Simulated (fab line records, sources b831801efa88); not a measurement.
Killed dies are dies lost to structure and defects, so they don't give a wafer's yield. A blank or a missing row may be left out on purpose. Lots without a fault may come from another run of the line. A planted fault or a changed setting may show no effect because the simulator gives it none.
Chamber matching | flow sky130 | SKY_SONOS_ONO_ETCH_15 on rie_diel-02: 4 sister chambers
The step etches the open film in CHF3/O2, target depth 19.52 nm, time 7.8 s. 14 wafers are shown with their chamber, then 7 later ones without.

WAFERS WITH THEIR CHAMBER
wafer  | chamber | drypump_motor_current_A (A) | rf_fwd_power_W (W) | oes_product_au (a.u.)
L676.1 | 1       | 5.9                         | 591                | 0.998
L676.2 | 0       | 6.3                         | 592                | 1.008
L676.6 | 1       | 5.9                         | 590                | 0.995
L677.2 | 2       | 5.6                         | 590                | 0.997
L677.4 | 0       | 6.3                         | 594                | 1.010
L677.6 | 2       | 5.6                         | 593                | 1.003
L680.3 | 0       | 6.3                         | 593                | 1.001
L680.4 | 1       | 5.9                         | 591                | 0.992
L680.5 | 3       | 5.4                         | 588                | 0.997
L682.3 | 3       | 5.5                         | 585                | 1.010
L682.4 | 1       | 5.9                         | 591                | 0.989
L682.6 | 2       | 5.6                         | 590                | 1.005
L687.4 | 0       | 6.4                         | 591                | 0.999
L687.5 | 1       | 5.9                         | 590                | 0.992

SIGNATURES (means of the wafers above)
reading                 | chamber 0 | chamber 1 | chamber 2 | chamber 3 | scatter within a chamber
drypump_motor_current_A | 6.325     | 5.900     | 5.600     | 5.450     | 0.0354
rf_fwd_power_W          | 592.50    | 590.60    | 591.00    | 586.50    | 1.29
oes_product_au          | 1.00450   | 0.99320   | 1.00167   | 1.00350   | 0.00501
Rule: a wafer's distance from a chamber is the root of the sum, over the readings, of the square of ((its reading less the chamber's mean) divided by the reading's scatter). The wafer belongs to the nearest chamber; if the next one is less than 2 further off, it can't be placed. The scatter: the root of (the sum of the squares of (reading less its chamber's mean) over the shown wafers, divided by (wafers less chambers)).

WAFERS WITHOUT THEIR CHAMBER
wafer  | drypump_motor_current_A (A) | rf_fwd_power_W (W) | oes_product_au (a.u.)
L687.6 | 6.3                         | 591                | 1.015
L688.4 | 5.6                         | 593                | 0.994
L688.5 | 5.9                         | 587                | 0.994
L688.6 | 6.3                         | 591                | 1.011
L697.1 | 5.9                         | 589                | 0.996
L697.4 | 5.6                         | 593                | 1.000
L697.5 | 5.9                         | 591                | 0.989

WHICH CHAMBER EACH WENT THROUGH
wafer  | from the rows above | in truth
L687.6 | 0                   | 0
L688.4 | 2                   | 2
L688.5 | 1                   | 1
L688.6 | 0                   | 0
L697.1 | 1                   | 1
L697.4 | 2                   | 2
L697.5 | 1                   | 1
Placed correctly: 7 of 7. Can't be placed from these rows: 0. Placed wrongly: 0.
